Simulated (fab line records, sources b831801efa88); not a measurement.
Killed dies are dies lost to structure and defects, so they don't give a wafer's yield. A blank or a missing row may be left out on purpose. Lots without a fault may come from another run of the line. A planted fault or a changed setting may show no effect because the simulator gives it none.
Which tool did it? | flow sky130 | 13 lots, 39 wafers sampled, at 4 steps of a route of 708

WHAT THE GAUGES READ, wafer by wafer
SKY_VT_ADJUST_HVTR_CD_MEAS_07: target cd 380 nm. Usual: cd_nm 380.1 nm, standard deviation 2.8.
lot  | measured     | on        | cd_nm (nm)        | flag
L224 | day 10 02:07 | cd_sem-01 | 376.5 374.5 375.0 |
L225 | day 10 06:11 | cd_sem-01 | 376.7 380.8 379.0 |
L228 | day 11 01:05 | cd_sem-02 | 378.0 378.6 379.4 |
L229 | day 11 07:56 | cd_sem-01 | 379.5 380.9 379.9 |
L230 | day 11 13:46 | cd_sem-02 | 378.6 379.6 381.3 |
L232 | day 12 05:43 | cd_sem-02 | 381.2 383.5 381.7 |
L233 | day 12 21:52 | cd_sem-01 | 375.8 375.3 376.0 |
L234 | day 12 22:10 | cd_sem-02 | 380.4 382.3 383.4 |
L235 | day 13 07:43 | cd_sem-02 | 381.8 381.3 384.7 |
L236 | day 13 14:49 | cd_sem-01 | 380.8 378.8 382.5 |
L238 | day 14 01:43 | cd_sem-02 | 381.2 381.1 380.8 |
L239 | day 14 06:07 | cd_sem-02 | 379.3 382.4 378.8 |
L244 | day 15 20:07 | cd_sem-01 | 382.1 384.3 383.4 |

SKY_SONOS_ONO_OVL_MEAS_14. Usual: SONOS_ONO_OVL 0.0 nm, standard deviation 1.4.
lot  | measured     | on         | SONOS_ONO_OVL (nm) | flag
L224 | day 13 07:11 | overlay-02 | -0.3 -0.4 -1.4     |
L225 | day 13 12:04 | overlay-02 | 0.7 -0.4 -0.1      |
L228 | day 14 08:18 | overlay-01 | -0.2 -0.4 -0.4     |
L229 | day 14 16:51 | overlay-02 | -2.6 -0.7 -1.9     |
L230 | day 14 20:20 | overlay-02 | 1.1 0.9 0.6        |
L232 | day 15 13:50 | overlay-02 | 0.6 -0.6 -0.7      |
L233 | day 16 12:39 | overlay-01 | 1.3 1.5 1.9        |
L234 | day 16 12:57 | overlay-02 | -0.3 -3.5 -1.6     |
L235 | day 17 06:09 | overlay-02 | -0.2 -1.1 -2.7     |
L236 | day 17 06:28 | overlay-01 | 2.7 1.1 1.9        |
L238 | day 17 21:14 | overlay-02 | -1.7 0.5 0.4       |
L239 | day 17 23:20 | overlay-02 | 2.1 2.9 0.5        |
L244 | day 19 23:50 | overlay-01 | 1.5 0.0 0.9        |

SKY_POLY_GATE_CD_MEAS_22. Usual: cd_nm 150.4 nm, standard deviation 2.7.
lot  | measured     | on        | cd_nm (nm)        | flag
L224 | day 18 00:58 | cd_sem-02 | 152.0 147.6 151.8 |
L225 | day 18 00:59 | cd_sem-01 | 149.4 151.6 149.8 |
L228 | day 18 09:34 | cd_sem-01 | 155.2 149.6 152.1 |
L229 | day 18 23:23 | cd_sem-02 | 150.3 147.5 146.9 |
L230 | day 18 23:11 | cd_sem-02 | 152.1 151.8 152.7 |
L232 | day 19 18:11 | cd_sem-01 | 152.2 152.4 150.2 |
L233 | day 21 07:25 | cd_sem-02 | 149.5 150.3 154.2 |
L234 | day 21 03:13 | cd_sem-01 | 146.1 145.6 143.9 |
L235 | day 21 14:43 | cd_sem-01 | 147.8 144.6 149.8 |
L236 | day 21 14:47 | cd_sem-02 | 150.7 153.5 149.6 |
L238 | day 22 07:22 | cd_sem-02 | 150.1 153.6 148.4 |
L239 | day 22 09:01 | cd_sem-02 | 149.8 147.4 149.9 |

WHICH TOOL RAN EACH LOT (tool, then ch and the chambers of the sampled wafers, then the start)
lot  | SKY_GATE_OXIDE_STRIP_13
L224 | plasma_asher-04 ch 0,1, day 14 11:43
L225 | plasma_asher-03 ch 0,1, day 14 15:52
L228 | plasma_asher-03 ch 0,1, day 15 12:40
L229 | plasma_asher-04 ch 0, day 16 00:49
L230 | plasma_asher-01 ch 0,1, day 16 01:04
L232 | plasma_asher-01 ch 0, day 16 20:45
L233 | plasma_asher-01 ch 0,1, day 17 22:34
L234 | plasma_asher-01 ch 0,1, day 17 23:10
L235 | plasma_asher-03 ch 0,1, day 18 15:52
L236 | plasma_asher-04 ch 0,1, day 18 16:02
L238 | plasma_asher-01 ch 0,1, day 19 11:48
L239 | plasma_asher-03 ch 0,1, day 19 12:25
L244 | plasma_asher-01 ch 0,1, day 21 08:17
- SKY_GATE_OXIDE_STRIP_13: strips in O2/N2.

WHAT THE TOOLS THEMSELVES READ (means of the sampled wafers that have a number; where no wafer has one, the mark that the record gives instead)
SKY_GATE_OXIDE_STRIP_13. Usual: drypump_motor_current_A 5.74 A, standard deviation 0.25; oes_product_au 0.716 a.u., standard deviation 0.004; strip_time_to_endpoint_s 14.16 s, standard deviation 0.039.
lot  | tool            | drypump_motor_current_A (A) | oes_product_au (a.u.) | strip_time_to_endpoint_s (s) | flag
L224 | plasma_asher-04 | 5.85                        | 0.717                 | 14.15                        |
L225 | plasma_asher-03 | 5.55                        | 0.719                 | 14.11                        |
L228 | plasma_asher-03 | 5.52                        | 0.717                 | 14.16                        |
L229 | plasma_asher-04 | 5.59                        | 0.714                 | 14.16                        |
L230 | plasma_asher-01 | 5.75                        | 0.714                 | 14.16                        |
L232 | plasma_asher-01 | 5.84                        | 0.719                 | 14.18                        |
L233 | plasma_asher-01 | 5.76                        | 0.716                 | 14.24                        |
L234 | plasma_asher-01 | 5.74                        | 0.714                 | 14.10                        |
L235 | plasma_asher-03 | 5.79                        | 0.715                 | 14.23                        |
L236 | plasma_asher-04 | 5.86                        | 0.715                 | 14.18                        |
L238 | plasma_asher-01 | 5.80                        | 0.712                 | 14.18                        |
L239 | plasma_asher-03 | 5.54                        | 0.720                 | 14.16                        |
L244 | plasma_asher-01 | 5.81                        | 0.894                 | -                            | OFF

THE ANSWER, worked out from the rows above alone
Rule: a lot is off if the mean of its wafers that have a number lies more than 3 standard deviations from the usual mean. A lot without any number at a reading at which 4 lots or more have one is off too. The other lots that the step has rows for count as sound. The gauges are gone through in route order, then the tools' own readings, and for those a lot's mean is taken as printed above. The first step at which some lot is off is used, and at that step the reading that is off furthest; a lot without a number counts as furthest.
Off: L244, at SKY_GATE_OXIDE_STRIP_13 (strip_time_to_endpoint_s). Without a number there: L244.
A tool fits if, at that step or a process step before it, it ran every lot that is off, and no sound lot after the first of them. One fits: plasma_asher-01 at SKY_GATE_OXIDE_STRIP_13. Its last sound lot is L238 (day 19 11:48), its first lot that is off L244 (day 21 08:17): a fault that began between those two fits.
The tool's own readings at SKY_GATE_OXIDE_STRIP_13 bear it out: on the lots that are off they differ by more than 5 times the standard deviation of the sound lots' means. oes_product_au reads 0.894 a.u. there against 0.716 a.u. on the sound lots.
Blank at SKY_GATE_OXIDE_STRIP_13 on the lots that are off, where sound lots have numbers: strip_time_to_endpoint_s.

WHAT THE SIMULATOR HAD PUT IN
Strip aborted: plasma_asher-01, from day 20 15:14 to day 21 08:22, at SKY_GATE_OXIDE_STRIP_13. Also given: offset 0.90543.
Lots struck among those shown: L244. The rule above found the same.
